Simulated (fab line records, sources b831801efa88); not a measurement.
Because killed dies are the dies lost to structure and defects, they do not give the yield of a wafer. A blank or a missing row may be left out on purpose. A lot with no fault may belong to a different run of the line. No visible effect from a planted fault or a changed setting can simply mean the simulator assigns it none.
Split-lot study / flow gf180mcu / on a route of 602 steps: 5 lots, 14 wafers read

ON THE SPLIT
At GF_MIM_COAT_14 (resist thk 1000 nm), the setting resist_thk_nm was moved away from the recipe's 1000 nm on 6 of the 14 wafers read, by -2.9% to -1.9%. This setting was run at the recipe's value on the other wafers.

Split to reading: the file shows no intervening step.

THE READING
NOVOLAK_of_MIM_COAT_14.thk_nm (the simulator's own value, which no gauge read), in nm, at GF_MIM_METAL_ETCH_19 (etches the open film in Cl2/BCl3, stops on Si3N4, target depth 324.5 nm, time 54.1 s). There is no usual value for it anywhere in the file. Across the 8 wafers here that went through the recipe, the average is 872.4 nm and the standard deviation 10 nm.

wafer=L074.2; tool, chamber at the split=litho_track-01, 0; resist_thk_nm as run, nm=1000; against the recipe=recipe; NOVOLAK_of_MIM_COAT_14.thk_nm, nm=890.2; against lot-mates on the recipe=-
wafer=L074.4; tool, chamber at the split=litho_track-01, 0; resist_thk_nm as run, nm=1000; against the recipe=recipe; NOVOLAK_of_MIM_COAT_14.thk_nm, nm=887.6; against lot-mates on the recipe=-
wafer=L075.2; tool, chamber at the split=litho_track-02, 0; resist_thk_nm as run, nm=1000; against the recipe=recipe; NOVOLAK_of_MIM_COAT_14.thk_nm, nm=861.9; against lot-mates on the recipe=-
wafer=L075.4; tool, chamber at the split=litho_track-02, 0; resist_thk_nm as run, nm=971.2; against the recipe=-2.9%; NOVOLAK_of_MIM_COAT_14.thk_nm, nm=836.9; against lot-mates on the recipe=-25.0
wafer=L082.4; tool, chamber at the split=litho_track-01, 0; resist_thk_nm as run, nm=980.5; against the recipe=-1.9%; NOVOLAK_of_MIM_COAT_14.thk_nm, nm=853; against lot-mates on the recipe=no lot-mate on the recipe
wafer=L082.5; tool, chamber at the split=litho_track-01, 0; resist_thk_nm as run, nm=980.5; against the recipe=-1.9%; NOVOLAK_of_MIM_COAT_14.thk_nm, nm=837.5; against lot-mates on the recipe=no lot-mate on the recipe
wafer=L084.1; tool, chamber at the split=litho_track-03, 0; resist_thk_nm as run, nm=981.4; against the recipe=-1.9%; NOVOLAK_of_MIM_COAT_14.thk_nm, nm=854.4; against lot-mates on the recipe=-11.6
wafer=L084.2; tool, chamber at the split=litho_track-03, 0; resist_thk_nm as run, nm=1000; against the recipe=recipe; NOVOLAK_of_MIM_COAT_14.thk_nm, nm=869.8; against lot-mates on the recipe=-
wafer=L084.4; tool, chamber at the split=litho_track-03, 0; resist_thk_nm as run, nm=981.4; against the recipe=-1.9%; NOVOLAK_of_MIM_COAT_14.thk_nm, nm=840; against lot-mates on the recipe=-26.0
wafer=L084.5; tool, chamber at the split=litho_track-03, 0; resist_thk_nm as run, nm=1000; against the recipe=recipe; NOVOLAK_of_MIM_COAT_14.thk_nm, nm=862.3; against lot-mates on the recipe=-
wafer=L084.6; tool, chamber at the split=litho_track-03, 0; resist_thk_nm as run, nm=981.4; against the recipe=-1.9%; NOVOLAK_of_MIM_COAT_14.thk_nm, nm=842.6; against lot-mates on the recipe=-23.4
wafer=L085.1; tool, chamber at the split=litho_track-03, 0; resist_thk_nm as run, nm=1000; against the recipe=recipe; NOVOLAK_of_MIM_COAT_14.thk_nm, nm=866.3; against lot-mates on the recipe=-
wafer=L085.3; tool, chamber at the split=litho_track-03, 0; resist_thk_nm as run, nm=1000; against the recipe=recipe; NOVOLAK_of_MIM_COAT_14.thk_nm, nm=870.1; against lot-mates on the recipe=-
wafer=L085.5; tool, chamber at the split=litho_track-03, 0; resist_thk_nm as run, nm=1000; against the recipe=recipe; NOVOLAK_of_MIM_COAT_14.thk_nm, nm=870.6; against lot-mates on the recipe=-

THE FIT
A straight line over all 14 wafers: NOVOLAK_of_MIM_COAT_14.thk_nm changes by +13.5 nm for each +1% of resist_thk_nm; r = +0.85; the points scatter about the line by 9.4 nm.
The same after taking each lot's own level away (the mean of its wafers on the recipe; 12 wafers): +9.84 nm for each +1%; r = +0.93; scatter 4.3 nm.
According to that fit, moving resist_thk_nm by its largest amount changes the reading by 28 nm.
Across the lots, their own levels run from 861.90 to 888.90 nm, a range of 2.7 times the standard deviation given above.
Thus the slope moves with the lot-to-lot level: the two fits are different.
Check: -31.6 nm against its lot-mates is what the line predicts for one of the wafers moved furthest among these (-2.9%) when that wafer is left out of the fit. It came out at -25 nm against them.

FURTHER SPLITS ON THESE WAFERS
Note: prior to the reading, these wafers also went through further splits. Each is held against what the fit with the lots' levels taken away leaves over:
other split on the same wafers=GF_M4_COAT_09 resist_thk_nm; wafers away from the commonest value=3; r with NOVOLAK_of_MIM_COAT_14.thk_nm (lot level and that fit taken away)=+0.03
other split on the same wafers=GF_V4_CVD_00 sih4_flow_sccm; wafers away from the commonest value=4; r with NOVOLAK_of_MIM_COAT_14.thk_nm (lot level and that fit taken away)=+0.29
other split on the same wafers=GF_V4_CMP_04 leave_above_ref_nm; wafers away from the commonest value=6; r with NOVOLAK_of_MIM_COAT_14.thk_nm (lot level and that fit taken away)=-0.11
other split on the same wafers=GF_V4_ETCH_16 ion_energy_ev; wafers away from the commonest value=4; r with NOVOLAK_of_MIM_COAT_14.thk_nm (lot level and that fit taken away)=+0.04
other split on the same wafers=GF_V4_SPUTTER_21 time_s; wafers away from the commonest value=4; r with NOVOLAK_of_MIM_COAT_14.thk_nm (lot level and that fit taken away)=+0.45
other split on the same wafers=GF_MIM_SPUTTER_00 time_s; wafers away from the commonest value=0; r with NOVOLAK_of_MIM_COAT_14.thk_nm (lot level and that fit taken away)=-

THE WHOLE CHAIN: every reading that the file lists as answering this split, in the file's order
step=GF_MIM_COAT_14; what it does=resist thk 1000 nm; reading=NOVOLAK_of_MIM_COAT_14.thk_nm (the simulator's own value, which no gauge read); change (the file's fit)=+10.7 nm for each +1% of the setting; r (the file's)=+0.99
step=GF_MIM_METAL_ETCH_19; what it does=etches the open film in Cl2/BCl3, stops on Si3N4, target depth 324.5 nm, time 54.1 s; reading=NOVOLAK_of_MIM_COAT_14.thk_nm (the simulator's own value, which no gauge read); change (the file's fit)=+9.83 nm for each +1% of the setting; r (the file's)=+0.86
step=GF_MIM_STRIP_20; what it does=strips in O2/N2; reading=strip_time_to_endpoint_s; change (the file's fit)=withheld for each +1% of the setting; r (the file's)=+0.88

THE FILE'S OWN FIT
NOVOLAK_of_MIM_COAT_14.thk_nm changes by +9.83 nm for each +1% of resist_thk_nm, r = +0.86.
